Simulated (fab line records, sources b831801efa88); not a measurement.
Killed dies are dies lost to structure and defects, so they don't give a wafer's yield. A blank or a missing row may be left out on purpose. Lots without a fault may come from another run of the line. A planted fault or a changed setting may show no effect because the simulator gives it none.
Which tool did it? | flow sky130 | 12 lots, 36 wafers sampled, at 5 steps of a route of 708

WHAT THE GAUGES READ, wafer by wafer
SKY_SONOS_TUNNEL_OVL_MEAS_08. Usual: SONOS_TUNNEL_OVL -0.3 nm, standard deviation 1.5.
lot  | measured     | on         | SONOS_TUNNEL_OVL (nm) | flag
L647 | day 11 03:38 | overlay-01 | -0.8 0.9 0.9          |
L648 | day 11 16:04 | overlay-01 | 0.0 0.1 1.2           |
L649 | day 12 03:43 | overlay-01 | -1.7 -1.5 -1.6        |
L654 | day 13 15:02 | overlay-01 | 2.2 1.6 0.8           |
L659 | day 15 11:04 | overlay-02 | -1.4 -4.1 -3.2        |
L661 | day 16 02:58 | overlay-02 | -1.6 -2.0 -1.3        |
L662 | day 16 13:04 | overlay-02 | -1.4 -1.3 -0.2        |
L664 | day 17 06:25 | overlay-01 | -1.5 -2.9 -3.7        |
L666 | day 17 15:11 | overlay-01 | 0.3 0.8 0.2           |
L667 | day 17 21:34 | overlay-02 | -0.5 -0.6 0.8         |
L669 | day 18 19:58 | overlay-01 | -0.9 -0.1 -0.5        |
L670 | day 19 02:01 | overlay-01 | 0.5 0.7 2.0           |

SKY_SONOS_ONO_CD_MEAS_13: target cd 410 nm. Usual: cd_nm 409.4 nm, standard deviation 2.2.
lot  | measured     | on        | cd_nm (nm)        | flag
L647 | day 12 07:26 | cd_sem-02 | 408.1 408.9 406.6 |
L648 | day 12 22:28 | cd_sem-02 | 410.0 411.2 409.2 |
L649 | day 13 09:37 | cd_sem-01 | 411.9 409.7 408.4 |
L654 | day 14 23:24 | cd_sem-01 | 406.9 406.7 409.3 |
L659 | day 16 20:02 | cd_sem-02 | 409.6 408.8 409.7 |
L661 | day 17 11:53 | cd_sem-02 | 411.0 411.6 412.6 |
L662 | day 18 00:56 | cd_sem-01 | 409.1 408.9 411.3 |
L664 | day 18 19:13 | cd_sem-01 | 409.4 410.4 409.4 |
L666 | day 19 02:14 | cd_sem-02 | 405.7 408.1 410.6 |
L667 | day 19 10:47 | cd_sem-02 | 406.9 409.8 411.2 |
L669 | day 20 06:49 | cd_sem-01 | 407.7 406.5 406.8 |
L670 | day 21 05:19 | cd_sem-01 | 411.2 411.5 410.6 |

SKY_POLY_GATE_THK_MEAS_21. Usual: POLY_GATE_OXIDATION_THK 4.02 nm, standard deviation 0.08.
lot  | measured     | on            | POLY_GATE_OXIDATION_THK (nm)  | flag
L647 | day 16 03:52 | film_metro-03 | 6.65 6.63 6.63 6.70 6.64 6.56 | OFF
L648 | day 16 22:01 | film_metro-03 | 6.30 6.18 6.35 6.32 6.23 6.38 | OFF
L649 | day 17 07:15 | film_metro-03 | 4.08 4.09 4.01                |
L654 | day 19 02:34 | film_metro-04 | 4.01 3.96 4.04                |
L659 | day 21 02:07 | film_metro-01 | 4.09 4.01 4.08                |
L661 | day 21 18:42 | film_metro-03 | 4.10 4.04 4.07                |
L662 | day 22 06:33 | film_metro-04 | 4.08 4.12 4.07                |
L664 | day 22 22:54 | film_metro-04 | 3.96 3.94 4.01                |
L666 | day 23 08:29 | film_metro-01 | 4.03 4.01 4.06                |
L667 | day 23 18:50 | film_metro-03 | 3.97 4.02 4.01                |
L669 | day 24 10:26 | film_metro-01 | 4.20 4.14 4.10                |
L670 | day 25 08:02 | film_metro-04 | 4.11 3.92 4.00                |

WHICH TOOL RAN EACH LOT (tool, then ch and the chambers of the sampled wafers, then the start)
lot  | SKY_VT_ADJUST_PCH_STRIP_09           | SKY_POLY_GATE_OXIDATION_20
L647 | plasma_asher-02 ch 0,1, day 10 05:04 | furnace-02 ch 0, day 16 01:11
L648 | plasma_asher-02 ch 1, day 10 16:19   | furnace-02 ch 0, day 16 18:10
L649 | plasma_asher-01 ch 0,1, day 11 03:10 | furnace-01 ch 0, day 17 06:00
L654 | plasma_asher-01 ch 0,1, day 12 13:10 | furnace-01 ch 0, day 19 01:18
L659 | plasma_asher-01 ch 0,1, day 14 08:01 | furnace-02 ch 0, day 21 00:51
L661 | plasma_asher-01 ch 0,1, day 14 23:43 | furnace-02 ch 0, day 21 17:27
L662 | plasma_asher-01 ch 0,1, day 15 09:30 | furnace-02 ch 0, day 22 05:18
L664 | plasma_asher-03 ch 0,1, day 16 01:27 | furnace-02 ch 0, day 22 21:39
L666 | plasma_asher-03 ch 0,1, day 16 10:16 | furnace-01 ch 0, day 23 07:13
L667 | plasma_asher-01 ch 0,1, day 16 16:16 | furnace-01 ch 0, day 23 17:35
L669 | plasma_asher-02 ch 0,1, day 17 14:43 | furnace-02 ch 0, day 24 09:10
L670 | plasma_asher-02 ch 0,1, day 17 20:09 | furnace-02 ch 0, day 25 06:46
- SKY_VT_ADJUST_PCH_STRIP_09: strips in O2/N2.
- SKY_POLY_GATE_OXIDATION_20: stabilise 600 s, purge 300 s, target thk 4 nm.

WHAT THE TOOLS THEMSELVES READ (means of the sampled wafers that have a number; where no wafer has one, the mark that the record gives instead)
SKY_VT_ADJUST_PCH_STRIP_09. Usual: drypump_motor_current_A 5.61 A, standard deviation 0.29; n2_flow_sccm 299.9 sccm, standard deviation 1.1; oes_product_au 0.722 a.u., standard deviation 0.0055; strip_time_to_endpoint_s 36.91 s, standard deviation 0.1.
lot  | tool            | drypump_motor_current_A (A) | n2_flow_sccm (sccm) | oes_product_au (a.u.) | strip_time_to_endpoint_s (s) | flag
L647 | plasma_asher-02 | 5.35                        | 299.1               | 0.724                 | 36.88                        |
L648 | plasma_asher-02 | 5.38                        | 300.1               | 0.728                 | 36.77                        |
L649 | plasma_asher-01 | 5.99                        | 299.3               | 0.724                 | 36.98                        |
L654 | plasma_asher-01 | 5.99                        | 299.1               | 0.715                 | 37.00                        |
L659 | plasma_asher-01 | 5.92                        | 298.9               | 0.717                 | 36.90                        |
L661 | plasma_asher-01 | 5.94                        | 300.4               | 0.728                 | 36.95                        |
L662 | plasma_asher-01 | 5.94                        | 298.7               | 0.722                 | 36.77                        |
L664 | plasma_asher-03 | 5.50                        | 299.8               | 0.719                 | 37.00                        |
L666 | plasma_asher-03 | 5.49                        | 300.5               | 0.720                 | 36.95                        |
L667 | plasma_asher-01 | 5.99                        | 300.9               | 0.719                 | 36.99                        |
L669 | plasma_asher-02 | 5.33                        | 299.7               | 0.727                 | 36.84                        |
L670 | plasma_asher-02 | 5.34                        | 300.7               | 0.725                 | 36.84                        |

SKY_POLY_GATE_OXIDATION_20. Usual: spike_tc_centre_C 850.0 C, standard deviation 1.1; spike_tc_upper_C 849.8 C, standard deviation 0.94.
lot  | tool       | spike_tc_centre_C (C) | spike_tc_upper_C (C) | flag
L647 | furnace-02 | 850.6                 | 849.8                |
L648 | furnace-02 | 850.6                 | 849.4                |
L649 | furnace-01 | 849.1                 | 849.5                |
L654 | furnace-01 | 850.1                 | 849.7                |
L659 | furnace-02 | 849.3                 | 849.3                |
L661 | furnace-02 | 850.9                 | 849.9                |
L662 | furnace-02 | 851.0                 | 849.9                |
L664 | furnace-02 | 850.3                 | 850.0                |
L666 | furnace-01 | 849.5                 | 849.9                |
L667 | furnace-01 | 849.4                 | 849.9                |
L669 | furnace-02 | 849.4                 | 849.4                |
L670 | furnace-02 | 851.4                 | 850.2                |

THE ANSWER, worked out from the rows above alone
Rule: a lot is off if the mean of its wafers that have a number lies more than 3 standard deviations from the usual mean. A lot without any number at a reading at which 4 lots or more have one is off too. The other lots that the step has rows for count as sound. The gauges are gone through in route order, then the tools' own readings, and for those a lot's mean is taken as printed above. The first step at which some lot is off is used, and at that step the reading that is off furthest; a lot without a number counts as furthest.
Off: L647, L648, at SKY_POLY_GATE_THK_MEAS_21 (POLY_GATE_OXIDATION_THK).
A tool fits if, at a process step before that reading, it ran every lot that is off, and no sound lot after the first of them. The gauges at SKY_POLY_GATE_THK_MEAS_21 are tried like those tools. None of those tried fits.

WHAT THE SIMULATOR HAD PUT IN
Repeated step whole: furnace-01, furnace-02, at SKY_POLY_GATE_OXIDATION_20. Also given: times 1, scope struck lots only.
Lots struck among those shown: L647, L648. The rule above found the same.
